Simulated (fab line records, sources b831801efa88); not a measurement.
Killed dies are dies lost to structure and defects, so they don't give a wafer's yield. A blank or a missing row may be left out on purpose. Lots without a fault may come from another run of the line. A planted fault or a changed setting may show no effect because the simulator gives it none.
Which tool did it? | flow sky130 | 12 lots, 36 wafers sampled, at 6 steps of a route of 708

WHAT THE GAUGES READ, wafer by wafer
SKY_PWDE_TW_MEAS_10.
lot  | measured    | on            | PWDE_TW
L270 | day 4 04:21 | film_metro-02 | 368 369 372
L271 | day 4 08:55 | film_metro-04 | 378 375 375
L273 | day 4 19:40 | film_metro-04 | 376 377 377
L276 | day 5 09:58 | film_metro-03 | 416 414 416
L277 | day 5 16:56 | film_metro-04 | 412 409 412
L279 | day 6 08:05 | film_metro-04 | 374 371 372
L284 | day 7 08:38 | film_metro-02 | 367 367 369
L286 | day 7 20:01 | film_metro-04 | 377 375 377
L287 | day 8 05:46 | film_metro-04 | 374 373 373
L290 | day 8 17:47 | film_metro-02 | 370 367 367
L291 | day 8 22:47 | film_metro-02 | 367 369 369
L292 | day 9 07:32 | film_metro-03 | 378 376 374

SKY_NWELL_RS_MEAS_31: measures by four-point-probe.
lot  | measured     | on            | PWDE_RS (ohm/sq)
L270 | day 5 16:26  | film_metro-03 | 5296 5288 5277
L271 | day 5 20:53  | film_metro-03 | 5238 5263 5257
L273 | day 6 07:57  | film_metro-02 | 5267 5290 5271
L276 | day 7 00:29  | film_metro-03 | 4131 4127 4122
L277 | day 7 08:13  | film_metro-02 | 4141 4152 4144
L279 | day 7 23:42  | film_metro-03 | 5252 5270 5277
L284 | day 9 01:55  | film_metro-02 | 5298 5274 5287
L286 | day 9 14:49  | film_metro-02 | 5265 5269 5248
L287 | day 10 01:23 | film_metro-02 | 5281 5299 5293
L290 | day 10 13:26 | film_metro-03 | 5294 5280 5277
L291 | day 10 19:29 | film_metro-03 | 5274 5261 5279
L292 | day 11 05:22 | film_metro-02 | 5261 5265 5270

SKY_VT_ADJUST_HVTP_CD_MEAS_07: target cd 380 nm.
lot  | measured     | on        | cd_nm (nm)
L270 | day 6 10:43  | cd_sem-02 | 382.0 385.3 381.3
L271 | day 6 15:42  | cd_sem-02 | 374.6 377.7 378.4
L273 | day 7 02:55  | cd_sem-01 | 379.0 381.8 377.8
L276 | day 7 19:58  | cd_sem-01 | 383.4 384.2 383.1
L277 | day 8 03:34  | cd_sem-02 | 378.3 381.9 381.1
L279 | day 8 20:50  | cd_sem-01 | 379.9 378.2 381.0
L284 | day 9 23:10  | cd_sem-01 | 377.1 379.7 377.2
L286 | day 10 12:54 | cd_sem-02 | 379.7 383.8 382.3
L287 | day 11 00:18 | cd_sem-01 | 378.4 380.0 380.1
L290 | day 11 12:28 | cd_sem-01 | 378.7 377.2 374.9
L291 | day 11 19:10 | cd_sem-01 | 382.4 382.0 384.4
L292 | day 12 04:32 | cd_sem-02 | 382.4 381.9 381.2

SKY_GATE_OXIDE_THK_MEAS_02.
lot  | measured     | on            | GATE_OXIDE_OXIDATION_00_THK (nm)
L270 | day 13 09:02 | film_metro-03 | 10.14 10.44 10.21
L271 | day 13 14:29 | film_metro-04 | 10.40 10.24 10.18
L273 | day 13 22:47 | film_metro-02 | 10.36 10.21 10.29
L276 | day 15 01:44 | film_metro-04 | 10.29 10.34 10.47
L277 | day 15 07:31 | film_metro-02 | 10.15 9.94 10.03
L279 | day 16 08:02 | film_metro-04 | 10.37 10.31 10.23
L284 | day 17 20:25 | film_metro-02 | 10.61 10.51 10.59
L286 | day 18 10:59 | film_metro-03 | 10.27 10.31 10.10
L287 | day 19 03:40 | film_metro-02 | 10.47 10.49 10.22
L290 | day 19 17:14 | film_metro-04 | 10.33 10.22 10.48
L291 | day 20 04:50 | film_metro-03 | 10.27 10.17 10.15
L292 | day 20 17:14 | film_metro-02 | 10.32 10.22 10.48

WHICH TOOL RAN EACH LOT (tool, then ch and the chambers of the sampled wafers, then the start)
lot  | SKY_FIELD_ISO_ETCH_14             | SKY_PWDE_IMPLANT_08
L270 | rie_diel-04 ch 0,1,3, day 2 13:24 | implanter-01 ch 0, day 4 04:06
L271 | rie_diel-02 ch 0,1,2, day 2 16:21 | implanter-02 ch 0, day 4 08:41
L273 | rie_diel-03 ch 0,1,2, day 3 03:06 | implanter-02 ch 0, day 4 19:25
L276 | rie_diel-02 ch 1,2,3, day 3 17:50 | implanter-02 ch 0, day 5 09:44
L277 | rie_diel-02 ch 0,1,2, day 3 22:35 | implanter-02 ch 0, day 5 16:43
L279 | rie_diel-03 ch 0,2, day 4 13:17   | implanter-04 ch 0, day 6 07:50
L284 | rie_diel-03 ch 0,3, day 5 10:51   | implanter-04 ch 0, day 7 08:23
L286 | rie_diel-02 ch 0,1,2, day 5 20:36 | implanter-01 ch 0, day 7 19:47
L287 | rie_diel-04 ch 0,1,2, day 6 06:33 | implanter-01 ch 0, day 8 05:32
L290 | rie_diel-02 ch 0,1, day 6 17:29   | implanter-04 ch 0, day 8 17:32
L291 | rie_diel-02 ch 1,2,3, day 6 23:15 | implanter-01 ch 0, day 8 22:32
L292 | rie_diel-04 ch 0,2, day 7 04:45   | implanter-01 ch 0, day 9 07:17
- SKY_FIELD_ISO_ETCH_14: etches BARC in N2/H2, stops on SiO2, time 45.9 s, target depth 60 nm.
- SKY_PWDE_IMPLANT_08

WHAT THE TOOLS THEMSELVES READ (means of the sampled wafers that have a number; where no wafer has one, the mark that the record gives instead)
SKY_FIELD_ISO_ETCH_14.
lot  | tool        | drypump_motor_current_A (A) | oes_product_au (a.u.) | throttle_valve_pct (%)
L270 | rie_diel-04 | 5.96                        | 0.854                 | 13.217
L271 | rie_diel-02 | 6.04                        | 0.852                 | 13.231
L273 | rie_diel-03 | 5.85                        | 0.852                 | 13.231
L276 | rie_diel-02 | 6.15                        | 0.853                 | 13.233
L277 | rie_diel-02 | 6.06                        | 0.851                 | 13.217
L279 | rie_diel-03 | 5.84                        | 0.859                 | 13.223
L284 | rie_diel-03 | 5.90                        | 0.847                 | 13.224
L286 | rie_diel-02 | 6.07                        | 0.851                 | 13.223
L287 | rie_diel-04 | 6.03                        | 0.859                 | 13.225
L290 | rie_diel-02 | 5.98                        | 0.853                 | 13.231
L291 | rie_diel-02 | 6.15                        | 0.851                 | 13.224
L292 | rie_diel-04 | 6.00                        | 0.857                 | 13.228

SKY_PWDE_IMPLANT_08.
lot  | tool         | beam_on_s (s) | faraday_current_uA
L270 | implanter-01 | 10.18         | 20.0
L271 | implanter-02 | 10.04         | 20.2
L273 | implanter-02 | 10.14         | 20.0
L276 | implanter-02 | 13.59         | 15.0
L277 | implanter-02 | 13.33         | 15.2
L279 | implanter-04 | 10.15         | 20.1
L284 | implanter-04 | 10.18         | 20.0
L286 | implanter-01 | 9.94          | 20.5
L287 | implanter-01 | 10.09         | 20.1
L290 | implanter-04 | 10.01         | 20.3
L291 | implanter-01 | 10.00         | 20.3
L292 | implanter-01 | 9.97          | 20.3

THE ANSWER, worked out from the rows above alone
Rule: what is usual is taken from the lots themselves. Put in order of their means at a reading, lots are off if they are a third of the lots or fewer, leave a main group of 4 or more, and stand apart from it by a gap of 3 or more times the standard deviation of the main group's means; of several such gaps the widest counts. A main group whose means are all the same, to the digits that the tables above print for the reading, isn't used. A lot without any number at a reading at which 4 lots or more have one is off too. The other lots that the step has rows for count as sound. The gauges are gone through in route order, then the tools' own readings, and for those a lot's mean is taken as printed above. The first step at which some lot is off is used, and at that step the reading that is off furthest; a lot without a number counts as furthest.
Off: L276, L277, at SKY_PWDE_TW_MEAS_10 (PWDE_TW). The main group: mean 372, standard deviation 3.6.
A tool fits if, at a process step before that reading, it ran every lot that is off, and no sound lot after the first of them. The gauges at SKY_PWDE_TW_MEAS_10 aren't tried: what is off there is off at SKY_PWDE_IMPLANT_08 too, on other tools, and a gauge's error can't cause that. One fits: implanter-02 at SKY_PWDE_IMPLANT_08. Its last sound lot is L273 (day 4 19:25), its first lot that is off L276 (day 5 09:44): a fault that began between those two fits.
The tool's own readings at SKY_PWDE_IMPLANT_08 bear it out: on the lots that are off they differ by more than 5 times the standard deviation of the sound lots' means. beam_on_s reads 13.46 s there against 10.07 s on the sound lots; faraday_current_uA reads 15.1 there against 20.2 on the sound lots.

WHAT THE SIMULATOR HAD PUT IN
Process parameter drift: implanter-02, from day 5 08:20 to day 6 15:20, at SKY_PWDE_IMPLANT_08. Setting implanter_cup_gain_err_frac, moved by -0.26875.
Lots struck among those shown: L276, L277. The rule above found the same.
